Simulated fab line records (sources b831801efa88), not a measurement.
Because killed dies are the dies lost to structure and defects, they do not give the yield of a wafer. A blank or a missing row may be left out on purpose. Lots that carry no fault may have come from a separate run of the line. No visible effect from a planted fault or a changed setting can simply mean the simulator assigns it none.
The tool behind it: which one? | flow gf180mcu | Sampling: 12 lots, 36 wafers, 4 of 602 route steps

## WHAT EACH GAUGE READ, for each wafer
GF_V2_CD_MEAS_14: the cd target is 260 nm.
lot  | measured     | on        | cd-nm (nm)
L318 | day 19 20:04 | cd-sem-02 | 259.2 261.8 259.4
L319 | day 21 06:31 | cd-sem-01 | 259.1 259.8 258.6
L321 | day 21 18:01 | cd-sem-02 | 259.6 259.6 260.2
L322 | day 22 00:43 | cd-sem-01 | 261.7 262.7 263.8
L323 | day 22 07:52 | cd-sem-01 | 260.5 259.2 259.9
L325 | day 23 02:12 | cd-sem-01 | 256.7 257.0 257.3
L327 | day 23 20:34 | cd-sem-01 | 262.5 261.3 262.2
L332 | day 25 10:10 | cd-sem-01 | 260.3 259.9 260.4
L336 | day 27 00:56 | cd-sem-02 | 261.2 261.4 260.7
L338 | day 27 09:42 | cd-sem-01 | 259.4 258.9 259.4
L340 | day 27 16:25 | cd-sem-01 | 261.1 260.1 260.3
L341 | day 27 20:59 | cd-sem-01 | 260.3 261.0 260.2

GF_V2_RS_MEAS_24: a four-point-probe measurement.
lot  | measured     | on            | V2_W_RS (ohm/sq)
L318 | day 19 21:06 | film-metro-01 | 0.328 0.323 0.324
L319 | day 21 07:46 | film-metro-02 | 0.329 0.329 0.328
L321 | day 21 19:05 | film-metro-02 | 0.333 0.335 0.335
L322 | day 22 01:52 | film-metro-01 | 0.328 0.324 0.333
L323 | day 22 08:53 | film-metro-03 | 0.325 0.330 0.326
L325 | day 23 03:28 | film-metro-01 | 0.328 0.329 0.329
L327 | day 23 21:35 | film-metro-03 | 0.330 0.328 0.331
L332 | day 25 11:14 | film-metro-03 | 0.320 0.331 0.326
L336 | day 27 01:58 | film-metro-01 | 0.322 0.331 0.328
L338 | day 27 10:44 | film-metro-01 | 0.321 0.318 0.324
L340 | day 27 17:26 | film-metro-01 | 0.323 0.325 0.320
L341 | day 27 22:01 | film-metro-03 | 0.326 0.328 0.322

## EACH LOT AND THE TOOL THAT RAN IT (in order: tool; ch and the chambers of the sampled wafers; start)
lot  | GF_V2_ETCH_16                      | GF_V2_ETCH_17
L318 | rie-diel-02 ch 0,3, day 19 20:09   | rie-diel-02 ch 0,3, day 19 21:06 or earlier
L319 | rie-diel-03 ch 0,2,3, day 21 06:41 | rie-diel-03 ch 0,2,3, day 21 07:46 or earlier
L321 | rie-diel-02 ch 0,2,3, day 21 18:09 | rie-diel-02 ch 0,2,3, day 21 19:05 or earlier
L322 | rie-diel-03 ch 1,3, day 22 00:53   | rie-diel-03 ch 1,3, day 22 01:52 or earlier
L323 | rie-diel-03 ch 0,2, day 22 08:01   | rie-diel-03 ch 0,2, day 22 08:53 or earlier
L325 | rie-diel-03 ch 1,2,3, day 23 02:20 | rie-diel-03 ch 1,2,3, day 23 03:28 or earlier
L327 | rie-diel-01 ch 1,2, day 23 20:43   | rie-diel-01 ch 1,2, day 23 21:35 or earlier
L332 | rie-diel-03 ch 1,2, day 25 10:20   | rie-diel-03 ch 1,2, day 25 11:14 or earlier
L336 | rie-diel-02 ch 0,1,3, day 27 01:05 | rie-diel-02 ch 0,1,3, day 27 01:58 or earlier
L338 | rie-diel-01 ch 0,3, day 27 09:49   | rie-diel-01 ch 0,3, day 27 10:44 or earlier
L340 | rie-diel-03 ch 1,3, day 27 16:34   | rie-diel-03 ch 1,3, day 27 17:26 or earlier
L341 | rie-diel-03 ch 1,2,3, day 27 21:07 | rie-diel-03 ch 1,2,3, day 27 22:01 or earlier
- GF_V2_ETCH_16: etches BARC in N2/H2.
- GF_V2_ETCH_17: etches SiO2 in C4F8/O2/Ar, stops on TiN, target depth 630 nm.

## WHAT THE TOOLS THEMSELVES READ (means of the sampled wafers that have a number; where no wafer has one, the mark that the record gives instead)
GF_V2_ETCH_16.
lot  | tool        | bias-w (W) | chamber-pressure-mTorr (mTorr) | drypump-motor-current-A (A) | oes-product-au (a.u.) | rf-fwd-power-W (W) | throttle-valve-pct (%)
L318 | rie-diel-02 | 99.8       | 30.012                         | 5.9                         | 0.854                 | 493.7              | 13.229
L319 | rie-diel-03 | 100.1      | 29.996                         | 5.7                         | 0.852                 | 495.7              | 13.227
L321 | rie-diel-02 | 99.9       | 30.001                         | 5.8                         | 0.849                 | 492.6              | 13.220
L322 | rie-diel-03 | 99.8       | 30.017                         | 5.5                         | 0.853                 | 495.0              | 13.230
L323 | rie-diel-03 | 99.8       | 30.014                         | 5.9                         | 0.852                 | 496.6              | 13.227
L325 | rie-diel-03 | 100.3      | 30.019                         | 5.6                         | 0.856                 | 497.9              | 13.229
L327 | rie-diel-01 | 99.4       | 30.026                         | 5.2                         | 0.854                 | 495.4              | 13.232
L332 | rie-diel-03 | 99.9       | 29.990                         | 5.8                         | 0.855                 | 495.8              | 13.225
L336 | rie-diel-02 | 100.3      | 29.984                         | 6.1                         | 0.855                 | 520.2              | 13.222
L338 | rie-diel-01 | 99.9       | 29.991                         | 5.2                         | 0.851                 | 490.7              | 13.231
L340 | rie-diel-03 | 99.8       | 29.975                         | 5.6                         | 0.856                 | 495.8              | 13.218
L341 | rie-diel-03 | 100.1      | 30.043                         | 5.6                         | 0.851                 | 495.6              | 13.225

GF_V2_ETCH_17.
lot  | tool        | bias-w (W) | chamber-pressure-mTorr (mTorr) | oes-product-au (a.u.) | rf-fwd-power-W (W)
L318 | rie-diel-02 | 1200       | 40.00                          | 0.856                 | 1491
L319 | rie-diel-03 | 1198       | 40.02                          | 0.856                 | 1495
L321 | rie-diel-02 | 1200       | 39.99                          | 0.855                 | 1488
L322 | rie-diel-03 | 1204       | 39.98                          | 0.858                 | 1494
L323 | rie-diel-03 | 1201       | 39.98                          | 0.854                 | 1498
L325 | rie-diel-03 | 1200       | 39.99                          | 0.858                 | 1495
L327 | rie-diel-01 | 1196       | 40.01                          | 0.857                 | 1490
L332 | rie-diel-03 | 1196       | 40.00                          | 0.854                 | 1496
L336 | rie-diel-02 | 1202       | 39.98                          | 0.859                 | 1489
L338 | rie-diel-01 | 1198       | 40.00                          | 0.855                 | 1488
L340 | rie-diel-03 | 1201       | 39.99                          | 0.856                 | 1499
L341 | rie-diel-03 | 1194       | 40.00                          | 0.855                 | 1491

## THE ANSWER, worked out from the rows above alone
Rule: the usual values come from the lots themselves. Put in order of their means at a reading, lots are off if they are a third of the lots or fewer, leave a main group of 4 or more, and stand apart from it by a gap of 3 or more times the standard deviation of the main group's means; of several such gaps the widest counts. A main group is skipped when, at the precision printed for the reading in the tables above, its means are all equal. Also off: a lot with no number at a reading for which 4 or more lots have one. Where the step has rows for the other lots, those lots are counted as sound. Order of review: gauges by route order, followed by the tools' own readings, for which a lot's mean as printed above is used. The first step at which some lot is off is used, and at that step the reading that is off furthest; a lot without a number counts as furthest.
Off: L336, at GF_V2_ETCH_16 (rf-fwd-power-W). The main group: mean 495.0 W, standard deviation 1.9.
A tool fits if, at that step or a process step before it, it ran every lot that is off, and no sound lot after the first of them. One candidate fits, namely rie-diel-02 at GF_V2_ETCH_16. A fault onset in the window from L321 (day 21 18:09, its last sound lot) to L336 (day 27 01:05, its first lot off) fits.
The tool's own readings at GF_V2_ETCH_16 bear it out: on the lots that are off they differ by more than 5 times the standard deviation of the sound lots' means. rf-fwd-power-W reads 520.2 W there against 495.0 W on the sound lots.

## WHAT THE SIMULATOR HAD INSERTED
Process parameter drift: rie-diel-02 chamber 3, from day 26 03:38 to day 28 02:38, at GF_V2_ETCH_16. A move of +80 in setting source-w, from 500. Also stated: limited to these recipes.
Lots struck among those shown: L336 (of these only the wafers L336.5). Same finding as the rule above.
